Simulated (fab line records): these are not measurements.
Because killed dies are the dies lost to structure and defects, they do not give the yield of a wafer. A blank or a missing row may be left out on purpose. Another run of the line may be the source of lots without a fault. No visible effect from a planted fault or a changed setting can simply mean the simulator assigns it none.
Which tool is to blame?	flow gf180mcu	39 wafers from 13 lots sampled at 5 of the route's 602 steps

WHAT EACH GAUGE READ, for each wafer
GF_VT_IMPLANT_RS_MEAS_48: the measuring method here is four-point-probe. Usual: LVPWELL_RS 1196.1 ohm/sq, standard deviation 2.8.
lot	measured	on	LVPWELL_RS (ohm/sq)	flag
L542	day 7 21:18	film metro-01	1197.0 1197.0 1196.8	
L543	day 8 02:10	film metro-03	1195.4 1193.7 1199.3	
L544	day 8 09:34	film metro-03	1195.9 1198.8 1193.8	
L548	day 9 11:41	film metro-03	1198.7 1196.9 1197.5	
L550	day 10 02:47	film metro-04	1198.9 1199.1 1201.2	
L551	day 10 08:45	film metro-04	1195.9 1196.8 1198.2	
L552	day 10 14:10	film metro-03	1196.1 1197.1 1192.2	
L554	day 11 08:49	film metro-03	1194.9 1193.1 1195.0	
L555	day 11 09:40	film metro-04	1197.1 1199.6 1196.8	
L560	day 12 20:24	film metro-04	1196.0 1197.1 1200.7	
L562	day 13 09:50	film metro-04	1196.8 1197.1 1196.9	
L563	day 13 15:34	film metro-04	1193.2 1193.3 1192.9	
L564	day 14 03:41	film metro-03	1193.1 1192.0 1193.1	

GF_DUAL_GATE_THK_MEAS_03. Usual: DUAL_GATE_OXIDATION_00_THK 11.03 nm, standard deviation 0.22.
lot	measured	on	DUAL_GATE_OXIDATION_00_THK (nm)	flag
L542	day 7 23:10	film metro-01	10.56 10.69 10.86	
L543	day 8 05:32	film metro-03	10.93 10.85 10.98	
L544	day 8 12:34	film metro-02	10.82 10.97 10.77	
L548	day 9 13:34	film metro-01	11.16 11.13 10.96	
L550	day 10 06:53	film metro-01	11.07 10.94 11.04	
L551	day 10 12:31	film metro-02	11.05 11.03 11.00	
L552	day 10 16:01	film metro-02	11.01 11.07 11.17	
L554	day 11 10:41	film metro-02	10.79 10.59 10.65	
L555	day 11 12:07	film metro-02	10.89 10.89 11.14	
L560	day 12 22:16	film metro-01	11.41 11.64 11.64	
L562	day 13 11:42	film metro-01	10.75 11.01 10.79	
L563	day 13 17:25	film metro-03	10.81 10.70 10.84	
L564	day 14 05:35	film metro-02	10.93 10.96 10.93	

GF_HV_LDD_OVL_MEAS_32. Usual: HV_LDD_02_OVL -0.2 nm, standard deviation 1.3.
lot	measured	on	HV_LDD_02_OVL (nm)	flag
L542	day 11 19:22	overlay-01	2.4 2.1 1.9	
L543	day 12 03:50	overlay-01	-0.6 -0.5 -1.6	
L544	day 12 09:50	overlay-02	0.8 -0.5 -1.3	
L548	day 13 18:31	overlay-01	-0.2 0.7 0.5	
L550	day 14 11:50	overlay-02	240.7 239.9 241.2 241.6 240.4 241.7	OFF
L551	day 14 19:31	overlay-02	240.5 237.8 240.1 240.6 238.8 240.8	OFF
L552	day 14 22:22	overlay-01	-2.1 0.1 -3.3	
L554	day 15 20:28	overlay-01	240.0 241.7 239.8 240.7 242.1 240.4	OFF
L555	day 16 02:08	overlay-01	0.8 -0.7 0.3	
L560	day 17 17:13	overlay-01	-1.9 0.1 -1.3	
L562	day 18 10:13	overlay-01	0.2 2.7 0.7	
L563	day 18 17:10	overlay-01	-1.5 -0.9 -2.5	
L564	day 19 06:56	overlay-02	0.3 1.1 0.9	

EACH LOT AND THE TOOL THAT RAN IT (in order: tool; ch and the chambers of the sampled wafers; start)
lot	GF_VT_IMPLANT_STRIP_20	GF_HV_LDD_EXPOSE_28
L542	plasma asher-03 ch 0,1, day 6 12:30	iline stepper-01 ch 0, day 11 10:24
L543	plasma asher-04 ch 0,1, day 6 17:11	iline stepper-01 ch 0, day 11 18:29
L544	plasma asher-03 ch 0, day 6 23:45	iline stepper-01 ch 0, day 12 00:25
L548	plasma asher-03 ch 0,1, day 8 01:54	iline stepper-02 ch 0, day 13 08:16
L550	plasma asher-01 ch 0,1, day 8 15:53	iline stepper-02 ch 0, day 14 01:38
L551	plasma asher-04 ch 0,1, day 8 20:56	iline stepper-02 ch 0, day 14 08:44
L552	plasma asher-04 ch 0,1, day 9 03:05	iline stepper-01 ch 0, day 14 11:57
L554	plasma asher-03 ch 0,1, day 9 20:46	iline stepper-02 ch 0, day 15 09:19
L555	plasma asher-04 ch 1, day 9 21:00	iline stepper-01 ch 0, day 15 15:11
L560	plasma asher-04 ch 0,1, day 11 06:56	iline stepper-01 ch 0, day 17 06:08
L562	plasma asher-04 ch 0,1, day 11 18:03	iline stepper-01 ch 0, day 17 22:11
L563	plasma asher-01 ch 0,1, day 12 00:35	iline stepper-01 ch 0, day 18 04:48
L564	plasma asher-03 ch 0,1, day 12 11:09	iline stepper-01 ch 0, day 18 18:46
- GF_VT_IMPLANT_STRIP_20: strips in O2/N2.
- GF_HV_LDD_EXPOSE_28: exposes mask Nplus HV AREA, target cd 400 nm.

AS READ BY THE TOOLS THEMSELVES (means over the sampled wafers that have a number; for cases with no such wafer, the mark the record gives instead)
GF_VT_IMPLANT_STRIP_20. Usual: drypump motor current A 5.6 A, standard deviation 0.45; heater power w 329 W, standard deviation 30; oes product au 0.716 a.u., standard deviation 0.0042; strip time to endpoint s 12.64 s, standard deviation 0.031.
lot	tool	drypump motor current A (A)	heater power w (W)	oes product au (a.u.)	strip time to endpoint s (s)	flag
L542	plasma asher-03	6.0	312	0.715	12.71	
L543	plasma asher-04	5.3	351	0.717	12.67	
L544	plasma asher-03	6.4	324	0.717	12.64	
L548	plasma asher-03	6.0	307	0.715	12.64	
L550	plasma asher-01	5.8	347	0.714	12.65	
L551	plasma asher-04	5.3	351	0.717	12.65	
L552	plasma asher-04	5.2	337	0.712	12.66	
L554	plasma asher-03	5.6	296	0.717	12.68	
L555	plasma asher-04	5.4	376	0.715	12.66	
L560	plasma asher-04	5.2	335	0.717	12.69	
L562	plasma asher-04	5.3	359	0.717	12.65	
L563	plasma asher-01	5.8	345	0.713	12.61	
L564	plasma asher-03	6.0	316	0.719	12.62	

GF_HV_LDD_EXPOSE_28. Usual: exposure dose mJ cm2 139.98, standard deviation 0.15; reticle temp C 23.01 C, standard deviation 0.11.
lot	tool	exposure dose mJ cm2	reticle temp C (C)	flag
L542	iline stepper-01	139.89	23.03	
L543	iline stepper-01	140.10	22.94	
L544	iline stepper-01	139.95	23.02	
L548	iline stepper-02	139.88	23.04	
L550	iline stepper-02	140.18	22.94	
L551	iline stepper-02	139.77	22.99	
L552	iline stepper-01	140.15	23.10	
L554	iline stepper-02	139.96	23.00	
L555	iline stepper-01	140.19	23.16	
L560	iline stepper-01	139.88	23.04	
L562	iline stepper-01	139.83	22.88	
L563	iline stepper-01	140.05	22.95	
L564	iline stepper-01	140.01	22.99	

THE ANSWER, worked out from the rows above alone
Rule: a lot is off if the mean of its wafers that have a number lies more than 3 standard deviations from the usual mean. A lot without any number at a reading at which 4 lots or more have one is off too. Any other lot the step has rows for is counted as sound. First the gauges in route order, then the tools' own readings, where a lot's mean is used as printed above. The first step at which some lot is off is used, and at that step the reading that is off furthest; a lot without a number counts as furthest.
Off: at GF_HV_LDD_OVL_MEAS_32 (HV_LDD_02_OVL), L550, L551, L554.
A tool fits if, at a process step before that reading, it ran every lot that is off, and no sound lot after the first of them. Gauges at GF_HV_LDD_OVL_MEAS_32: tried the same way as those tools. One fits: GF_HV_LDD_EXPOSE_28 on iline stepper-02. A fault onset in the window from L548 (day 13 08:16, its last sound lot) to L550 (day 14 01:38, its first lot off) fits.

WHAT WAS PUT IN BY THE SIMULATOR
Scanner matching overlay: iline stepper-02, from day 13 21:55 on, at GF_HV_LDD_EXPOSE_28. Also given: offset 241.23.
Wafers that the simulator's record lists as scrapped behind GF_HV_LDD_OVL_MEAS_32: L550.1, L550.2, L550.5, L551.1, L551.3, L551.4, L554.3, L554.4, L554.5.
Shown lots that were struck: L550, L551, L554. Same finding as the rule above.
